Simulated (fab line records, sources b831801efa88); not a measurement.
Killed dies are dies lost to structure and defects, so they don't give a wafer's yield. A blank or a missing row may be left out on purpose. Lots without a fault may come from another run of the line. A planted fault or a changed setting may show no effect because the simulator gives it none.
Tool commonality check | flow sky130 | 13 lots, 48 wafers sampled

WHY IT WAS OPENED
At SKY_NWELL_RS_MEAS_29 the reading NWELL_RS is flagged on 3 of 13 lots. Wafers without a fault read 625.6 ohm/sq, standard deviation 1.9.
Rule: a lot is flagged when every wafer of it that has a number lies more than 4 standard deviations from that mean, or none has a number. The other lots count as sound.

lot  | measured     | on            | NWELL_RS (ohm/sq), wafer by wafer   | flag
L747 | day 6 02:58  | film_metro-04 | 625.7 623.8 623.0                   |
L749 | day 6 14:39  | film_metro-04 | 625.2 625.0 624.1                   |
L750 | day 6 17:07  | film_metro-02 | 623.7 623.7 620.7                   |
L751 | day 6 17:56  | film_metro-03 | 624.1 624.6 625.7                   |
L753 | day 7 04:41  | film_metro-02 | 624.8 623.8 622.9                   |
L754 | day 7 14:59  | film_metro-02 | 625.8 626.4 625.7                   |
L756 | day 7 23:36  | film_metro-04 | 627.4 625.6 628.7                   |
L757 | day 8 05:02  | film_metro-04 | 625.4 625.0 626.0                   |
L758 | day 8 07:54  | film_metro-03 | 626.4 623.8 627.1                   |
L759 | day 8 13:25  | film_metro-03 | 625.4 624.3 624.8                   |
L760 | day 8 19:42  | film_metro-02 | 642.5 642.4 643.0 641.7 643.7 643.1 | FLAGGED
L761 | day 9 04:07  | film_metro-04 | 647.1 647.7 647.6 647.1 647.6 647.4 | FLAGGED
L766 | day 10 11:15 | film_metro-04 | 647.6 651.1 649.5 648.0 649.9 649.9 | FLAGGED
The numbers of the flagged lots are 646.5 ohm/sq on average: +20.9 ohm/sq against the usual, or +11 standard deviations.

WHICH TOOL RAN EACH LOT
The record holds 1 process step before the reading, out of a route of 708 steps. In each cell: the tool, then ch and the chambers that the sampled wafers went through, then the start.
lot  | flag    | SKY_NWELL_IMPLANT_11
L747 |         | implanter-02 ch 0, day 5 07:42
L749 |         | implanter-01 ch 0, day 5 18:19
L750 |         | implanter-01 ch 0, day 5 21:10
L751 |         | implanter-03 ch 0, day 5 22:31
L753 |         | implanter-02 ch 0, day 6 08:36
L754 |         | implanter-03 ch 0, day 6 18:46
L756 |         | implanter-03 ch 0, day 7 02:26
L757 |         | implanter-01 ch 0, day 7 08:19
L758 |         | implanter-03 ch 0, day 7 11:15
L759 |         | implanter-01 ch 0, day 7 16:11
L760 | FLAGGED | implanter-01 ch 0, day 7 22:11
L761 | FLAGGED | implanter-01 ch 0, day 8 06:20
L766 | FLAGGED | implanter-01 ch 0, day 9 11:52
What these steps do:
- SKY_NWELL_IMPLANT_11
- SKY_NWELL_RS_MEAS_29: measures by four-point-probe.

FLAGGED OVER TOTAL, TOOL BY TOOL (the gauges that took the reading come last)
step                 | tool          | lots run | flagged | share of the flagged lots | sound lots run after its first flagged lot
SKY_NWELL_IMPLANT_11 | implanter-01  | 7        | 3       | all                       | 0
SKY_NWELL_IMPLANT_11 | implanter-02  | 2        | 0       | none                      | -
SKY_NWELL_IMPLANT_11 | implanter-03  | 4        | 0       | none                      | -
SKY_NWELL_RS_MEAS_29 | film_metro-02 | 4        | 1       | some                      | 0
SKY_NWELL_RS_MEAS_29 | film_metro-03 | 3        | 0       | none                      | -
SKY_NWELL_RS_MEAS_29 | film_metro-04 | 6        | 2       | some                      | 0

WHAT THE TABLE ALLOWS
1 row of the table ran every flagged lot: implanter-01 at SKY_NWELL_IMPLANT_11.
- implanter-01 at SKY_NWELL_IMPLANT_11: 3 of its 7 lots flagged. Its last sound lot is L759 (day 7 16:11), its first flagged lot L760 (day 7 22:11): a fault that began between those two fits.
One tool is left: implanter-01 at SKY_NWELL_IMPLANT_11.

WHAT THE SIMULATOR HAD PUT IN
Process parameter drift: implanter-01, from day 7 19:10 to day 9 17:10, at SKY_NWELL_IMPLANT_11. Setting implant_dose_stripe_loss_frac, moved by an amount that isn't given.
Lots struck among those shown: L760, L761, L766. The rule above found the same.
